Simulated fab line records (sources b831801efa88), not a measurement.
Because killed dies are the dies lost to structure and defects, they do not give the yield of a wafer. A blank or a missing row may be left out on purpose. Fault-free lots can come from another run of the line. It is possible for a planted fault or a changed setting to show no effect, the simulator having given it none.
fab line records :: flow sky130
[record]
  lots = 5
  wafers = 23
route steps=708 shown PASSIVATION@688
start-h: hours from the record's opening day to when the first of the lot's shown wafers began :: wait-h: time in hours since the lot's previous step :: " identical to the entry in the row above :: L1.1+2: one row covering several wafers at once :: - no value present, or no start provided :: * or withheld: withheld :: < > ~ a bound
route shown NAME@n: NAME is a module with steps in the file, n the number in the route of the first one :: usual: average and standard deviation across the fault-free wafers :: same: alike in all rows :: chamber/n: place in a boat :: sites: the reading at each site :: _std_site: their standard deviation :: _edge_site: inner sites' mean taken away from outer sites' mean :: radius-mm: how far each site lies from the wafer's centre :: mask NAME#n: copy n :: behind: tool/chamber where the wafer was last shaped :: hold: the reason the lot was held/the length of the hold in hours/how it ended :: device: names the non-switching transistor (n, p or np) :: end of line: the route-end tests of the same wafers :: a step given without rows: its recipe and nothing more :: killed: dies that structure and defects cost at the first sort, which is not the same as the wafer's yield :: map: a wafer's dies, marking killed ones x, the rest . and places with no die _
set.NAME: the setting that was run; set.NAME@STEP: the one run at that earlier step :: model.NAME: the simulator's own value behind a step, which no gauge read
lots whose settings were changed on purpose; a table a step, a row a wafer
[[steps]]
[step SKY_PASSIVATION_SOFTBAKE_07]
[recipe]
  temp-c = 110
  time-s = withheld
lot.wafer: L074.1+4+5
tool: litho-track-01
chamber: 0
start-h: 1066.33
wait-h: 0.1
set.temp-c: 110

lot.wafer: L077.1+3+4
tool: litho-track-01
chamber: 0
start-h: 1066.98
wait-h: 0.1
set.temp-c: 110

lot.wafer: L077.2+6
tool: litho-track-01
chamber: 0
start-h: 1066.98
wait-h: 0.1
set.temp-c: 113.5

lot.wafer: L078.1+2
tool: litho-track-01
chamber: 0
start-h: 1068.98
wait-h: 0.1
set.temp-c: 107.2

lot.wafer: L078.3+4+5
tool: litho-track-01
chamber: 0
start-h: 1068.98
wait-h: 0.1
set.temp-c: 110

lot.wafer: L082.1+2+3+4+5
tool: litho-track-03
chamber: 0
start-h: 1086.34
wait-h: 0.1
set.temp-c: 110

lot.wafer: L083.1+4+6
tool: litho-track-01
chamber: 0
start-h: 1088.08
wait-h: 0.1
set.temp-c: 110

lot.wafer: L083.2+5
tool: litho-track-01
chamber: 0
start-h: 1088.08
wait-h: 0.1
set.temp-c: 112.2
[step SKY_PASSIVATION_EXPOSE_08]
[recipe]
  mask-id = NSM
  target-cd-nm = 3000
  na = 0.57
  dose-mj = 260
[step SKY_PASSIVATION_PEB_09]
[recipe]
  temp-c = 115
  time-s = withheld
[step SKY_PASSIVATION_DEVELOP_10]
[recipe]
  develop-time-s = 61.78
  dev-temp-c = 23
lot.wafer: L074.1
tool: litho-track-02
chamber: 0
start-h: -
wait-h: -
set.temp-c@PASSIVATION_SOFTBAKE_07: 110
model.coat_of_PASSIVATION_COAT_06.thk-nm: 3009

lot.wafer: L074.4
tool: litho-track-02
chamber: 0
start-h: -
wait-h: -
set.temp-c@PASSIVATION_SOFTBAKE_07: 110
model.coat_of_PASSIVATION_COAT_06.thk-nm: 3003

lot.wafer: L074.5
tool: litho-track-02
chamber: 0
start-h: -
wait-h: -
set.temp-c@PASSIVATION_SOFTBAKE_07: 110
model.coat_of_PASSIVATION_COAT_06.thk-nm: 2994

lot.wafer: L077.1
tool: litho-track-03
chamber: 0
start-h: -
wait-h: -
set.temp-c@PASSIVATION_SOFTBAKE_07: 110
model.coat_of_PASSIVATION_COAT_06.thk-nm: 2995

lot.wafer: L077.2
tool: litho-track-03
chamber: 0
start-h: -
wait-h: -
set.temp-c@PASSIVATION_SOFTBAKE_07: 113.5
model.coat_of_PASSIVATION_COAT_06.thk-nm: 2980

lot.wafer: L077.3
tool: litho-track-03
chamber: 0
start-h: -
wait-h: -
set.temp-c@PASSIVATION_SOFTBAKE_07: 110
model.coat_of_PASSIVATION_COAT_06.thk-nm: 2991

lot.wafer: L077.4
tool: litho-track-03
chamber: 0
start-h: -
wait-h: -
set.temp-c@PASSIVATION_SOFTBAKE_07: 110
model.coat_of_PASSIVATION_COAT_06.thk-nm: 2990

lot.wafer: L077.6
tool: litho-track-03
chamber: 0
start-h: -
wait-h: -
set.temp-c@PASSIVATION_SOFTBAKE_07: 113.5
model.coat_of_PASSIVATION_COAT_06.thk-nm: 2960

lot.wafer: L078.1
tool: litho-track-01
chamber: 0
start-h: -
wait-h: -
set.temp-c@PASSIVATION_SOFTBAKE_07: 107.2
model.coat_of_PASSIVATION_COAT_06.thk-nm: 3043

lot.wafer: L078.2
tool: litho-track-01
chamber: 0
start-h: -
wait-h: -
set.temp-c@PASSIVATION_SOFTBAKE_07: 107.2
model.coat_of_PASSIVATION_COAT_06.thk-nm: 3039

lot.wafer: L078.3
tool: litho-track-01
chamber: 0
start-h: -
wait-h: -
set.temp-c@PASSIVATION_SOFTBAKE_07: 110
model.coat_of_PASSIVATION_COAT_06.thk-nm: 3010

lot.wafer: L078.4
tool: litho-track-01
chamber: 0
start-h: -
wait-h: -
set.temp-c@PASSIVATION_SOFTBAKE_07: 110
model.coat_of_PASSIVATION_COAT_06.thk-nm: 3011

lot.wafer: L078.5
tool: litho-track-01
chamber: 0
start-h: -
wait-h: -
set.temp-c@PASSIVATION_SOFTBAKE_07: 110
model.coat_of_PASSIVATION_COAT_06.thk-nm: 3015

lot.wafer: L082.1
tool: litho-track-03
chamber: 0
start-h: -
wait-h: -
set.temp-c@PASSIVATION_SOFTBAKE_07: 110
model.coat_of_PASSIVATION_COAT_06.thk-nm: 3005

lot.wafer: L082.2
tool: litho-track-03
chamber: 0
start-h: -
wait-h: -
set.temp-c@PASSIVATION_SOFTBAKE_07: 110
model.coat_of_PASSIVATION_COAT_06.thk-nm: 3003

lot.wafer: L082.3
tool: litho-track-03
chamber: 0
start-h: -
wait-h: -
set.temp-c@PASSIVATION_SOFTBAKE_07: 110
model.coat_of_PASSIVATION_COAT_06.thk-nm: 3000

lot.wafer: L082.4
tool: litho-track-03
chamber: 0
start-h: -
wait-h: -
set.temp-c@PASSIVATION_SOFTBAKE_07: 110
model.coat_of_PASSIVATION_COAT_06.thk-nm: 3002

lot.wafer: L082.5
tool: litho-track-03
chamber: 0
start-h: -
wait-h: -
set.temp-c@PASSIVATION_SOFTBAKE_07: 110
model.coat_of_PASSIVATION_COAT_06.thk-nm: 2998

lot.wafer: L083.1
tool: litho-track-01
chamber: 0
start-h: -
wait-h: -
set.temp-c@PASSIVATION_SOFTBAKE_07: 110
model.coat_of_PASSIVATION_COAT_06.thk-nm: 3003

lot.wafer: L083.2
tool: litho-track-01
chamber: 0
start-h: -
wait-h: -
set.temp-c@PASSIVATION_SOFTBAKE_07: 112.2
model.coat_of_PASSIVATION_COAT_06.thk-nm: 2986

lot.wafer: L083.4
tool: litho-track-01
chamber: 0
start-h: -
wait-h: -
set.temp-c@PASSIVATION_SOFTBAKE_07: 110
model.coat_of_PASSIVATION_COAT_06.thk-nm: 3010

lot.wafer: L083.5
tool: litho-track-01
chamber: 0
start-h: -
wait-h: -
set.temp-c@PASSIVATION_SOFTBAKE_07: 112.2
model.coat_of_PASSIVATION_COAT_06.thk-nm: 2990

lot.wafer: L083.6
tool: litho-track-01
chamber: 0
start-h: -
wait-h: -
set.temp-c@PASSIVATION_SOFTBAKE_07: 110
model.coat_of_PASSIVATION_COAT_06.thk-nm: 3009
[[key]]
[split]
  step = SKY_PASSIVATION_SOFTBAKE_07
  setting = temp-c
  stated = 110
  by = wafer
[response]
  step = SKY_PASSIVATION_DEVELOP_10
  reading = model.coat_of_PASSIVATION_COAT_06.thk-nm
  change = -8.79
  per = 1%
  r = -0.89
